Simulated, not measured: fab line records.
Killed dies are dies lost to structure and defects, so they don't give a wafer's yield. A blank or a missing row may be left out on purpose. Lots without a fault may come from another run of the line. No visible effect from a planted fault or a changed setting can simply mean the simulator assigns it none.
fab line records + flow sky130 + part 1 of 2: steps 1 to 42 of 43
[record]
- lots = 6
- wafers = 18
- last_day = 50
route steps=708 shown CAPM@554 METAL3@555 VIA3@573 PAD_OPEN@708
lots untouched by any fault: they come from a run of this same line in which no faults occurred
start_h: hours from the record's first day to the start of the lot's first wafer shown + wait_h: hours since the lot's step before + " same as the row above + L1.1+2: one row covering several wafers at once + - no value present, or no start provided + * or withheld: withheld + < > ~ a bound
route shown NAME@n: a module of which the file shows steps, and the number in the route of the first + usual: average and standard deviation across the fault-free wafers + same: alike in all rows + chamber/n: place in a boat + sites: per-site readings + _std_site: the standard deviation of these + _edge_site: outer sites' mean less inner sites' + radius_mm: for every site, how far away it sits from the centre of the wafer + mask NAME#n: copy n + behind: the tool/chamber that last shaped the wafer + hold: the reason the lot was held/the length of the hold in hours/how it ended + device: the n, p or np transistor that did not switch + end of line: the same wafers' tests at the end of the route + a step given without rows: its recipe and nothing more + killed: at the first sort, the dies lost to defects and structure; wafer yield is something else + map: a wafer's dies, marking killed ones x, the rest . and places with no die _
set.NAME: the run value of the setting; set.NAME@STEP: its run value at that earlier step + model.NAME: the simulator's own value behind a step, which no gauge read
lots at selected steps of the route; one table per step, one row per wafer
services: when a tool's chamber went out of use (start_h, in hours from the record's first day, below 0 if earlier), for how many hours, and the reason
[[steps]]
[step SKY_CAPM_CLEAN_17]
[recipe]
- chemistry = O3/DIW
- dry = n2_spin
[step SKY_METAL3_DEHYDRATE_05]
[recipe]
- temp_c = 200
- time_s = 60
[step SKY_METAL3_HMDS_06]
[recipe]
- prime_time_s = 60
- prime_temp_c = 120
[step SKY_METAL3_COAT_07]
[recipe]
- resist = BARC
- temp_c = withheld
- time_s = withheld
- spin_rpm = 3000
- resist_thk_nm = 60
[step SKY_METAL3_COAT_08]
[recipe]
- resist = KrF-thick
- spin_rpm = 3000
- resist_thk_nm = 1140
[step SKY_METAL3_SOFTBAKE_09]
[recipe]
- temp_c = 100
- time_s = 90
- resist = KrF-thick
[step SKY_METAL3_EXPOSE_10]
[recipe]
- mask_id = MM3
- na = 0.68
- source_shape = annular
- sigma_inner = 0.4
- sigma_outer = 0.8
- target_cd_nm = 300
- dose_mj = 28
[step SKY_METAL3_PEB_11]
[recipe]
- peb_temp_c = withheld
- peb_time_s = withheld
- resist = KrF-thick
[step SKY_METAL3_DEVELOP_12]
[recipe]
- develop_time_s = 60
- resist = KrF-thick
- dev_temp_c = 21
[step SKY_METAL3_CD_MEAS_13]
[recipe]
- target_cd_nm = 300
[usual]
- cd_nm = 300.4/1.5
| lot.wafer | tool      | chamber | start_h | wait_h | cd_nm |
|-----------|-----------|---------|---------|--------|-------|
| L197.2    | cd_sem-01 | -       | 919.54  | -      | 297.0 |
| L197.5    | "         | -       | "       | "      | 298.7 |
| L197.6    | "         | -       | "       | "      | 298.1 |
| L201.1    | cd_sem-01 | -       | 951.00  | -      | 298.6 |
| L201.5    | "         | -       | "       | "      | 298.6 |
| L201.6    | "         | -       | "       | "      | 298.3 |
| L206.2    | cd_sem-01 | -       | 985.77  | -      | 301.5 |
| L206.4    | "         | -       | "       | "      | 299.8 |
| L206.5    | "         | -       | "       | "      | 301.5 |
| L207.1    | cd_sem-02 | -       | 998.33  | -      | 301.2 |
| L207.2    | "         | -       | "       | "      | 300.3 |
| L207.5    | "         | -       | "       | "      | 301.1 |
| L216.1    | cd_sem-01 | -       | 1048.09 | -      | 299.7 |
| L216.3    | "         | -       | "       | "      | 300.7 |
| L216.6    | "         | -       | "       | "      | 299.5 |
| L217.2    | cd_sem-02 | -       | 1059.02 | -      | 298.4 |
| L217.3    | "         | -       | "       | "      | 298.5 |
| L217.4    | "         | -       | "       | "      | 298.7 |
[step SKY_METAL3_OVL_MEAS_14]
[usual]
- METAL3_OVL = -5/5
| lot.wafer | tool       | chamber | start_h | wait_h | METAL3_OVL[nm] |
|-----------|------------|---------|---------|--------|----------------|
| L197.2    | overlay-01 | -       | 919.65  | 0.1    | -8             |
| L197.5    | "          | -       | "       | "      | -5             |
| L197.6    | "          | -       | "       | "      | -1             |
| L201.1    | overlay-02 | -       | 951.12  | 0.1    | -8             |
| L201.5    | "          | -       | "       | "      | -11            |
| L201.6    | "          | -       | "       | "      | -8             |
| L206.2    | overlay-01 | -       | 985.88  | 0.1    | -1             |
| L206.4    | "          | -       | "       | "      | -6             |
| L206.5    | "          | -       | "       | "      | 0              |
| L207.1    | overlay-01 | -       | 998.45  | 0.1    | -3             |
| L207.2    | "          | -       | "       | "      | -3             |
| L207.5    | "          | -       | "       | "      | -2             |
| L216.1    | overlay-01 | -       | 1048.21 | 0.1    | -2             |
| L216.3    | "          | -       | "       | "      | -7             |
| L216.6    | "          | -       | "       | "      | -14            |
| L217.2    | overlay-02 | -       | 1059.13 | 0.1    | 3              |
| L217.3    | "          | -       | "       | "      | -2             |
| L217.4    | "          | -       | "       | "      | -1             |
[step SKY_METAL3_DESCUM_15]
[recipe]
- chemistry = O2
- source_power_w = 150
- bias_power_w = 0
- pressure_mtorr = 10
- temp_c = 40
- time_s = 8
[step SKY_METAL3_ETCH_16]
[recipe]
- chemistry = N2/H2
- target = BARC
- ion_energy_ev = 200
- bias_w = 100
- pressure_mtorr = 30
- n2_flow_sccm = 100
- h2_flow_sccm = 200
- icp_w = 500
- stop_on = SiO2
- time_s = 88.2
- target_depth_a = 600
[usual]
- drypump_motor_current_A = 5.8/0.43
- oes_product_au = 0.626/0.0049
- rf_fwd_power_W = 497.2/1.5
- throttle_valve_pct = 13.205/0.0094
| lot.wafer | tool         | chamber | start_h | wait_h | drypump_motor_current_A | oes_product_au | rf_fwd_power_W | rf_hours_counter_h | throttle_valve_pct |
|-----------|--------------|---------|---------|--------|-------------------------|----------------|----------------|--------------------|--------------------|
| L197.2    | rie_metal-01 | 1       | 919.71  | 0.0    | 5.4                     | 0.630          | 498.0          | 6                  | 13.208             |
| L197.5    | "            | 0       | "       | "      | 6.2                     | 0.620          | 496.4          | -                  | 13.202             |
| L197.6    | "            | 1       | "       | "      | 5.4                     | 0.631          | 497.6          | -                  | 13.219             |
| L201.1    | rie_metal-01 | 1       | 951.19  | 0.0    | 5.4                     | 0.637          | 500.0          | 8                  | 13.210             |
| L201.5    | "            | 1       | "       | "      | 5.4                     | 0.621          | 498.7          | -                  | 13.193             |
| L201.6    | "            | 0       | "       | "      | 6.3                     | 0.625          | 493.8          | -                  | 13.221             |
| L206.2    | rie_metal-02 | 1       | 985.94  | 0.0    | 6.3                     | 0.637          | 497.2          | 6                  | 13.203             |
| L206.4    | "            | 0       | "       | "      | 5.5                     | 0.623          | 498.5          | -                  | 13.208             |
| L206.5    | "            | 1       | "       | "      | 6.3                     | 0.638          | 498.1          | -                  | 13.205             |
| L207.1    | rie_metal-02 | 1       | 998.55  | 0.1    | 6.3                     | 0.626          | 494.2          | 7                  | 13.186             |
| L207.2    | "            | 1       | "       | "      | 6.3                     | 0.628          | 495.1          | -                  | 13.213             |
| L207.5    | "            | 1       | "       | "      | 6.3                     | 0.629          | 495.9          | -                  | 13.198             |
| L216.1    | rie_metal-03 | 0       | 1048.27 | 0.0    | 6.3                     | 0.628          | 497.5          | 23                 | 13.202             |
| L216.3    | "            | 0       | "       | "      | 6.3                     | 0.628          | 498.2          | -                  | 13.199             |
| L216.6    | "            | 1       | "       | "      | 5.5                     | 0.625          | 499.0          | -                  | 13.202             |
| L217.2    | rie_metal-02 | 1       | 1059.19 | 0.0    | 6.3                     | 0.627          | 497.4          | 10                 | 13.196             |
| L217.3    | "            | 0       | "       | "      | 5.4                     | 0.624          | 498.1          | -                  | 13.198             |
| L217.4    | "            | 1       | "       | "      | 6.4                     | 0.626          | 497.4          | -                  | 13.182             |
[step SKY_METAL3_ETCH_17]
[recipe]
- target = SiO2
- stop_on = TiN
- chemistry = C4F8/O2/Ar
- source_w = 1500
- bias_w = 1200
- pressure_mtorr = 40
- c4f8_flow_sccm = withheld
- O2_flow_sccm = 6
- Ar_flow_sccm = 300
- time_s = 3.9
- target_depth_a = 150
[usual]
- oes_product_au = 0.753/0.007
- rf_fwd_power_W = 1469/6.9
| lot.wafer | tool        | chamber | start_h | wait_h | oes_product_au | rf_fwd_power_W | rf_hours_counter_h |
|-----------|-------------|---------|---------|--------|----------------|----------------|--------------------|
| L197.2    | rie_diel-01 | 0       | 919.81  | 0.1    | 0.751          | 1462           | 15                 |
| L197.5    | "           | 1       | "       | "      | 0.751          | 1480           | -                  |
| L197.6    | "           | 0       | "       | "      | 0.754          | 1461           | -                  |
| L201.1    | rie_diel-01 | 1       | 951.29  | 0.1    | 0.745          | 1484           | 8                  |
| L201.5    | "           | 2       | "       | "      | 0.756          | 1471           | -                  |
| L201.6    | "           | 3       | "       | "      | 0.765          | 1467           | -                  |
| L206.2    | rie_diel-01 | 3       | 986.04  | 0.1    | 0.747          | 1473           | 3                  |
| L206.4    | "           | 0       | "       | "      | 0.760          | 1463           | -                  |
| L206.5    | "           | 3       | "       | "      | 0.751          | 1469           | -                  |
| L207.1    | rie_diel-01 | 0       | 998.75  | 0.2    | 0.751          | 1463           | 18                 |
| L207.2    | "           | 2       | "       | "      | 0.755          | 1473           | 16                 |
| L207.5    | "           | 3       | "       | "      | 0.762          | 1469           | -                  |
| L216.1    | rie_diel-01 | 0       | 1048.37 | 0.1    | 0.748          | 1468           | 19                 |
| L216.3    | "           | 3       | "       | "      | 0.745          | 1468           | 5                  |
| L216.6    | "           | 3       | "       | "      | 0.759          | 1473           | -                  |
| L217.2    | rie_diel-04 | 1       | 1059.29 | 0.1    | 0.753          | 1473           | 13                 |
| L217.3    | "           | 3       | "       | "      | 0.750          | 1473           | 16                 |
| L217.4    | "           | 0       | "       | "      | 0.755          | 1477           | 8                  |
[step SKY_METAL3_METAL_ETCH_18]
[recipe]
- target_depth_a = 8450
- stop_on = SiO2
- over_etch_frac = 0.3
- time_s = 183.1
- chemistry = Cl2/BCl3
- resist_sidewall_deg = 88
- pressure_mtorr = 10
- icp_w = 900
- bias_w = 48.5
- Cl2_flow_sccm = 60
- bcl3_flow_sccm = 30
[usual]
- drypump_motor_current_A = 5.9/0.41
- oes_product_au = 0.866/0.0062
- rf_fwd_power_W = 897.6/2.4
- throttle_valve_pct = 22.264/0.0089
[same]
- over_etch_frac = 0.3
| lot.wafer | tool         | chamber | start_h | wait_h | drypump_motor_current_A | oes_product_au | rf_fwd_power_W | rf_hours_counter_h | throttle_valve_pct |
|-----------|--------------|---------|---------|--------|-------------------------|----------------|----------------|--------------------|--------------------|
| L197.2    | rie_metal-02 | 1       | 919.82  | 0.0    | 6.3                     | 0.866          | 894.4          | 3                  | 22.274             |
| L197.5    | "            | 0       | "       | "      | 5.4                     | 0.866          | 901.3          | -                  | 22.246             |
| L197.6    | "            | 1       | "       | "      | 6.3                     | 0.878          | 898.3          | -                  | 22.259             |
| L201.1    | rie_metal-03 | 0       | 951.30  | 0.0    | 6.3                     | 0.867          | 899.6          | 17                 | 22.277             |
| L201.5    | "            | 1       | "       | "      | 5.5                     | 0.863          | 897.5          | -                  | 22.246             |
| L201.6    | "            | 0       | "       | "      | 6.3                     | 0.875          | 901.0          | -                  | 22.261             |
| L206.2    | rie_metal-01 | 1       | 986.05  | 0.0    | 5.4                     | 0.860          | 898.4          | 9                  | 22.252             |
| L206.4    | "            | 1       | "       | "      | 5.4                     | 0.863          | 898.2          | -                  | 22.266             |
| L206.5    | "            | 0       | "       | "      | 6.2                     | 0.863          | 895.0          | -                  | 22.256             |
| L207.1    | rie_metal-03 | 0       | 998.77  | 0.0    | 6.3                     | 0.873          | 896.8          | 20                 | 22.263             |
| L207.2    | "            | 1       | "       | "      | 5.4                     | 0.873          | 898.5          | 4                  | 22.265             |
| L207.5    | "            | 1       | "       | "      | 5.5                     | 0.864          | 897.5          | -                  | 22.266             |
| L216.1    | rie_metal-01 | 0       | 1048.39 | 0.0    | 6.2                     | 0.865          | 895.1          | 16                 | 22.264             |
| L216.3    | "            | 0       | "       | "      | 6.2                     | 0.880          | 896.5          | -                  | 22.260             |
| L216.6    | "            | 1       | "       | "      | 5.4                     | 0.864          | 896.8          | -                  | 22.259             |
| L217.2    | rie_metal-03 | 1       | 1059.36 | 0.1    | 5.4                     | 0.869          | 897.7          | -                  | 22.265             |
| L217.3    | "            | 1       | "       | "      | 5.4                     | 0.859          | 895.5          | -                  | 22.262             |
| L217.4    | "            | 1       | "       | "      | 5.4                     | 0.873          | 899.4          | -                  | 22.256             |
[step SKY_METAL3_STRIP_19]
[recipe]
- chemistry = O2/N2
- power_w = 1400
- pressure_mtorr = 1500
- platen_temp_c = withheld
- o2_flow_sccm = 3000
- n2_flow_sccm = 300
- overash_fraction = 0.5
[step SKY_METAL3_STRIP_20]
[recipe]
- chemistry = post_etch_residue_remover
- time_s = 1200
- temp_c = 72.5
[step SKY_METAL3_CLEAN_21]
[recipe]
- chemistry = IPA
- time_s = 180
- temp_c = 25
[step SKY_METAL3_CLEAN_22]
[recipe]
- chemistry = O3/DIW
- dry = n2_spin
[step SKY_VIA3_HDPCVD_00]
[recipe]
- material = SiO2
- target_thk_nm = 1635
- sigma_open_frac = 0.3
- time_s = 272.5
- temp_c = 400
- sih4_flow_sccm = 60
- pressure_mtorr = 6
[step SKY_VIA3_THK_MEAS_01]
[recipe]
- reads = SiO2_of_VIA3_HDPCVD_00
[usual]
- VIA3_HDPCVD_THK = 1634/15
| lot.wafer | tool          | chamber | start_h | wait_h | VIA3_HDPCVD_THK[nm] |
|-----------|---------------|---------|---------|--------|---------------------|
| L197.2    | film_metro-01 | -       | 920.89  | 0.2    | 1672                |
| L197.5    | "             | -       | "       | "      | 1676                |
| L197.6    | "             | -       | "       | "      | 1643                |
| L201.1    | film_metro-01 | -       | 952.25  | 0.1    | 1616                |
| L201.5    | "             | -       | "       | "      | 1628                |
| L201.6    | "             | -       | "       | "      | 1621                |
| L206.2    | film_metro-01 | -       | 987.03  | 0.1    | 1637                |
| L206.4    | "             | -       | "       | "      | 1645                |
| L206.5    | "             | -       | "       | "      | 1650                |
| L207.1    | film_metro-01 | -       | 999.71  | 0.1    | 1602                |
| L207.2    | "             | -       | "       | "      | 1631                |
| L207.5    | "             | -       | "       | "      | 1617                |
| L216.1    | film_metro-01 | -       | 1049.37 | 0.1    | 1627                |
| L216.3    | "             | -       | "       | "      | 1647                |
| L216.6    | "             | -       | "       | "      | 1639                |
| L217.2    | film_metro-02 | -       | 1060.43 | 0.1    | 1617                |
| L217.3    | "             | -       | "       | "      | 1611                |
| L217.4    | "             | -       | "       | "      | 1649                |
[step SKY_VIA3_CMP_02]
[recipe]
- material = SiO2
- down_force_psi = 4
- platen_rpm = 60
- pad_velocity_m_s = 0.94248
[step SKY_VIA3_BOW_MEAS_03]
[recipe]
- mode = bow
[usual]
- VIA3_BOW = 80/7.8
| lot.wafer | tool          | chamber | start_h | wait_h | VIA3_BOW[um] |
|-----------|---------------|---------|---------|--------|--------------|
| L197.2    | film_metro-04 | -       | 921.81  | 0.2    | 85           |
| L197.5    | "             | -       | "       | "      | 78           |
| L197.6    | "             | -       | "       | "      | 86           |
| L201.1    | film_metro-02 | -       | 952.61  | 0.1    | 78           |
| L201.5    | "             | -       | "       | "      | 76           |
| L201.6    | "             | -       | "       | "      | 71           |
| L206.2    | film_metro-01 | -       | 987.40  | 0.1    | 82           |
| L206.4    | "             | -       | "       | "      | 63           |
| L206.5    | "             | -       | "       | "      | 77           |
| L207.1    | film_metro-02 | -       | 1000.07 | 0.1    | 66           |
| L207.2    | "             | -       | "       | "      | 73           |
| L207.5    | "             | -       | "       | "      | 79           |
| L216.1    | film_metro-02 | -       | 1049.73 | 0.2    | 85           |
| L216.3    | "             | -       | "       | "      | 84           |
| L216.6    | "             | -       | "       | "      | 84           |
| L217.2    | film_metro-02 | -       | 1060.80 | 0.1    | 77           |
| L217.3    | "             | -       | "       | "      | 71           |
| L217.4    | "             | -       | "       | "      | 68           |
[step SKY_VIA3_DEHYDRATE_04]
[recipe]
- temp_c = 200
- time_s = 60
[step SKY_VIA3_HMDS_05]
[recipe]
- prime_time_s = 60
- prime_temp_c = 120
[step SKY_VIA3_COAT_06]
[recipe]
- resist = BARC
- temp_c = withheld
- time_s = withheld
- spin_rpm = 3000
- resist_thk_nm = 60
[step SKY_VIA3_COAT_07]
[recipe]
- resist = KrF-thick
- spin_rpm = 3000
- resist_thk_nm = 450
[step SKY_VIA3_SOFTBAKE_08]
[recipe]
- temp_c = 100
- time_s = 90
- resist = KrF-thick
[step SKY_VIA3_EXPOSE_09]
[recipe]
- mask_id = VIM3
- na = 0.8
- source_shape = annular
- sigma_inner = 0.55
- sigma_outer = 0.85
- target_cd_nm = 200
- dose_mj = 38
[step SKY_VIA3_PEB_10]
[recipe]
- peb_temp_c = withheld
- peb_time_s = withheld
- resist = KrF-thick
[step SKY_VIA3_DEVELOP_11]
[recipe]
- develop_time_s = 60
- resist = KrF-thick
- dev_temp_c = 21
[step SKY_VIA3_CD_MEAS_12]
[recipe]
- target_cd_nm = 200
[usual]
- cd_nm = 200.2/1.2
| lot.wafer | tool      | chamber | start_h | wait_h | cd_nm |
|-----------|-----------|---------|---------|--------|-------|
| L197.2    | cd_sem-01 | -       | 946.15  | -      | 198.4 |
| L197.5    | "         | -       | "       | "      | 198.6 |
| L197.6    | "         | -       | "       | "      | 198.6 |
| L201.1    | cd_sem-02 | -       | 976.23  | -      | 200.0 |
| L201.5    | "         | -       | "       | "      | 199.6 |
| L201.6    | "         | -       | "       | "      | 199.7 |
| L206.2    | cd_sem-02 | -       | 1010.65 | -      | 200.8 |
| L206.4    | "         | -       | "       | "      | 199.9 |
| L206.5    | "         | -       | "       | "      | 199.3 |
| L207.1    | cd_sem-01 | -       | 1023.12 | -      | 200.4 |
| L207.2    | "         | -       | "       | "      | 202.2 |
| L207.5    | "         | -       | "       | "      | 201.5 |
| L216.1    | cd_sem-02 | -       | 1070.57 | -      | 199.7 |
| L216.3    | "         | -       | "       | "      | 199.5 |
| L216.6    | "         | -       | "       | "      | 200.6 |
| L217.2    | cd_sem-02 | -       | 1081.75 | -      | 200.2 |
| L217.3    | "         | -       | "       | "      | 198.9 |
| L217.4    | "         | -       | "       | "      | 198.5 |
[step SKY_VIA3_OVL_MEAS_13]
[usual]
- VIA3_OVL = -3/5
| lot.wafer | tool       | chamber | start_h | wait_h | VIA3_OVL[nm] |
|-----------|------------|---------|---------|--------|--------------|
| L197.2    | overlay-02 | -       | 946.25  | 0.1    | 4            |
| L197.5    | "          | -       | "       | "      | 5            |
| L197.6    | "          | -       | "       | "      | 7            |
| L201.1    | overlay-02 | -       | 976.35  | 0.1    | -9           |
| L201.5    | "          | -       | "       | "      | -6           |
| L201.6    | "          | -       | "       | "      | 2            |
| L206.2    | overlay-02 | -       | 1010.76 | 0.1    | -1           |
| L206.4    | "          | -       | "       | "      | -3           |
| L206.5    | "          | -       | "       | "      | -5           |
| L207.1    | overlay-02 | -       | 1023.24 | 0.1    | -7           |
| L207.2    | "          | -       | "       | "      | -8           |
| L207.5    | "          | -       | "       | "      | 0            |
| L216.1    | overlay-01 | -       | 1070.69 | 0.1    | -7           |
| L216.3    | "          | -       | "       | "      | -13          |
| L216.6    | "          | -       | "       | "      | -11          |
| L217.2    | overlay-01 | -       | 1081.86 | 0.1    | -5           |
| L217.3    | "          | -       | "       | "      | -5           |
| L217.4    | "          | -       | "       | "      | -4           |
[step SKY_VIA3_ETCH_14]
[recipe]
- chemistry = N2/H2
- target = BARC
- ion_energy_ev = 200
- source_w = 500
- bias_w = 100
- pressure_mtorr = 30
- n2_flow_sccm = 100
- h2_flow_sccm = 200
- stop_on = SiO2
- time_s = 45.9
- target_depth_a = 600
[step SKY_VIA3_ETCH_15]
[recipe]
- target = SiO2
- chemistry = C4F8/O2/Ar
- target_depth_nm = 507
- stop_on = TiN
- mask_material = KrF-thick
- source_w = 1500
- bias_w = 1200
- pressure_mtorr = 40
- c4f8_flow_sccm = withheld
- O2_flow_sccm = 6
- Ar_flow_sccm = 300
- time_s = 78
[usual]
- oes_product_au = 0.945/0.0046
- rf_fwd_power_W = 1489/5.1
| lot.wafer | tool        | chamber | start_h | wait_h | oes_product_au | rf_fwd_power_W | rf_hours_counter_h |
|-----------|-------------|---------|---------|--------|----------------|----------------|--------------------|
| L197.2    | rie_diel-03 | 2       | 946.33  | 0.0    | 0.944          | 1488           | 21                 |
| L197.5    | "           | 0       | "       | "      | 0.942          | 1486           | -                  |
| L197.6    | "           | 3       | "       | "      | 0.943          | 1496           | -                  |
| L201.1    | rie_diel-02 | 0       | 976.43  | 0.0    | 0.939          | 1502           | 8                  |
| L201.5    | "           | 1       | "       | "      | 0.942          | 1480           | -                  |
| L201.6    | "           | 0       | "       | "      | 0.941          | 1494           | -                  |
| L206.2    | rie_diel-02 | 0       | 1010.83 | 0.0    | 0.947          | 1490           | 9                  |
| L206.4    | "           | 1       | "       | "      | 0.940          | 1485           | 20                 |
| L206.5    | "           | 2       | "       | "      | 0.943          | 1489           | -                  |
| L207.1    | rie_diel-01 | 3       | 1023.32 | 0.0    | 0.937          | 1490           | 5                  |
| L207.2    | "           | 1       | "       | "      | 0.939          | 1493           | 10                 |
| L207.5    | "           | 0       | "       | "      | 0.955          | 1491           | -                  |
| L216.1    | rie_diel-02 | 2       | 1070.77 | 0.0    | 0.951          | 1495           | 0                  |
| L216.3    | "           | 1       | "       | "      | 0.944          | 1487           | 23                 |
| L216.6    | "           | 3       | "       | "      | 0.952          | 1483           | -                  |
| L217.2    | rie_diel-01 | 2       | 1081.93 | 0.0    | 0.941          | 1486           | 18                 |
| L217.3    | "           | 0       | "       | "      | 0.951          | 1481           | 20                 |
| L217.4    | "           | 1       | "       | "      | 0.945          | 1496           | 12                 |
[step SKY_VIA3_STRIP_16]
[recipe]
- chemistry = O2/N2
- power_w = 1400
- pressure_mtorr = 1500
- platen_temp_c = withheld
- o2_flow_sccm = 3000
- n2_flow_sccm = 300
- overash_fraction = 0.5
[usual]
- drypump_motor_current_A = 5.6/0.51
- oes_product_au = 0.402/0.0047
- strip_time_to_endpoint_s = 4.139/0.023
| lot.wafer | tool            | chamber | start_h | wait_h | drypump_motor_current_A | oes_product_au | rf_hours_counter_h | strip_time_to_endpoint_s |
|-----------|-----------------|---------|---------|--------|-------------------------|----------------|--------------------|--------------------------|
| L197.2    | plasma_asher-04 | 0       | 946.39  | 0.0    | 5.3                     | 0.412          | 20                 | 4.181                    |
| L197.5    | "               | 0       | "       | "      | 5.3                     | 0.400          | -                  | 4.159                    |
| L197.6    | "               | 1       | "       | "      | 6.4                     | 0.408          | -                  | 4.173                    |
| L201.1    | plasma_asher-04 | 1       | 976.49  | 0.0    | 6.4                     | 0.399          | 23                 | 4.112                    |
| L201.5    | "               | 1       | "       | "      | 6.4                     | 0.397          | -                  | 4.115                    |
| L201.6    | "               | 0       | "       | "      | 5.3                     | 0.400          | -                  | 4.105                    |
| L206.2    | plasma_asher-02 | 0       | 1010.89 | 0.0    | 5.3                     | 0.404          | 122                | 4.125                    |
| L206.4    | "               | 1       | "       | "      | 6.4                     | 0.406          | -                  | 4.128                    |
| L206.5    | "               | 1       | "       | "      | 6.4                     | 0.390          | -                  | 4.117                    |
| L207.1    | plasma_asher-04 | 0       | 1023.38 | 0.0    | 5.3                     | 0.401          | 28                 | 4.097                    |
| L207.2    | "               | 1       | "       | "      | 6.4                     | 0.397          | 28                 | 4.126                    |
| L207.5    | "               | 0       | "       | "      | 5.3                     | 0.402          | -                  | 4.097                    |
| L216.1    | plasma_asher-04 | 1       | 1070.83 | 0.0    | 6.4                     | 0.403          | 34                 | 4.142                    |
| L216.3    | "               | 1       | "       | "      | 6.4                     | 0.397          | -                  | 4.171                    |
| L216.6    | "               | 1       | "       | "      | 6.5                     | 0.400          | -                  | 4.133                    |
| L217.2    | plasma_asher-02 | 1       | 1081.99 | 0.0    | 6.4                     | 0.410          | 2                  | 4.168                    |
| L217.3    | "               | 0       | "       | "      | 5.3                     | 0.403          | -                  | 4.179                    |
| L217.4    | "               | 1       | "       | "      | 6.4                     | 0.399          | -                  | 4.162                    |
[step SKY_VIA3_STRIP_17]
[recipe]
- chemistry = post_etch_residue_remover
- time_s = 1200
- temp_c = 72.5
[step SKY_VIA3_CLEAN_18]
[recipe]
- chemistry = IPA
- time_s = 180
- temp_c = 25
[step SKY_VIA3_CLEAN_19]
[recipe]
- chemistry = O3/DIW
- dry = n2_spin
[step SKY_VIA3_SPUTTER_20]
[recipe]
- material = TiN
- target_thk_nm = 20
- chamber_pressure_pa = 5
- power_w = 4000
- time_s = 80
[usual]
- throttle_valve_pct = 30.1/0.7
| lot.wafer | tool           | chamber | start_h | wait_h | throttle_valve_pct |
|-----------|----------------|---------|---------|--------|--------------------|
| L197.2    | pvd_sputter-02 | -       | 946.98  | 0.0    | 30.0               |
| L197.5    | "              | -       | "       | "      | 30.6               |
| L197.6    | "              | -       | "       | "      | 30.0               |
| L201.1    | pvd_sputter-02 | -       | 977.14  | 0.0    | 30.0               |
| L201.5    | "              | -       | "       | "      | 30.6               |
| L201.6    | "              | -       | "       | "      | 30.2               |
| L206.2    | pvd_sputter-04 | -       | 1011.53 | 0.0    | 29.8               |
| L206.4    | "              | -       | "       | "      | 31.0               |
| L206.5    | "              | -       | "       | "      | 29.9               |
| L207.1    | pvd_sputter-02 | -       | 1024.41 | 0.0    | 30.5               |
| L207.2    | "              | -       | "       | "      | 29.8               |
| L207.5    | "              | -       | "       | "      | 30.5               |
| L216.1    | pvd_sputter-01 | -       | 1071.42 | 0.0    | 31.2               |
| L216.3    | "              | -       | "       | "      | 29.1               |
| L216.6    | "              | -       | "       | "      | 29.2               |
| L217.2    | pvd_sputter-02 | -       | 1082.62 | 0.0    | 29.8               |
| L217.3    | "              | -       | "       | "      | 30.7               |
| L217.4    | "              | -       | "       | "      | 30.2               |
[step SKY_VIA3_CVD_21]
[recipe]
- material = W
- target_thk_nm = 390
- time_s = 117.31
- temp_c = 400
- pressure_torr = 40
[step SKY_VIA3_RS_MEAS_22]
[recipe]
- thk_meas_gauge = four-point-probe
- reads = W_of_VIA3_CVD_21+TiN_of_VIA3_SPUTTER_20
[usual]
- VIA3_W_RS = 0.294/0.0037
| lot.wafer | tool          | chamber | start_h | wait_h | VIA3_W_RS[ohm/sq] |
|-----------|---------------|---------|---------|--------|-------------------|
| L197.2    | film_metro-04 | -       | 947.18  | 0.1    | 0.294             |
| L197.5    | "             | -       | "       | "      | 0.296             |
| L197.6    | "             | -       | "       | "      | 0.295             |
| L201.1    | film_metro-04 | -       | 977.32  | 0.1    | 0.290             |
| L201.5    | "             | -       | "       | "      | 0.292             |
| L201.6    | "             | -       | "       | "      | 0.296             |
| L206.2    | film_metro-02 | -       | 1011.73 | 0.1    | 0.298             |
| L206.4    | "             | -       | "       | "      | 0.291             |
| L206.5    | "             | -       | "       | "      | 0.300             |
| L207.1    | film_metro-01 | -       | 1024.60 | 0.1    | 0.293             |
| L207.2    | "             | -       | "       | "      | 0.293             |
| L207.5    | "             | -       | "       | "      | 0.297             |
| L216.1    | film_metro-02 | -       | 1071.60 | 0.1    | 0.291             |
| L216.3    | "             | -       | "       | "      | 0.287             |
| L216.6    | "             | -       | "       | "      | 0.287             |
| L217.2    | film_metro-01 | -       | 1082.82 | 0.1    | 0.295             |
| L217.3    | "             | -       | "       | "      | 0.293             |
| L217.4    | "             | -       | "       | "      | 0.298             |
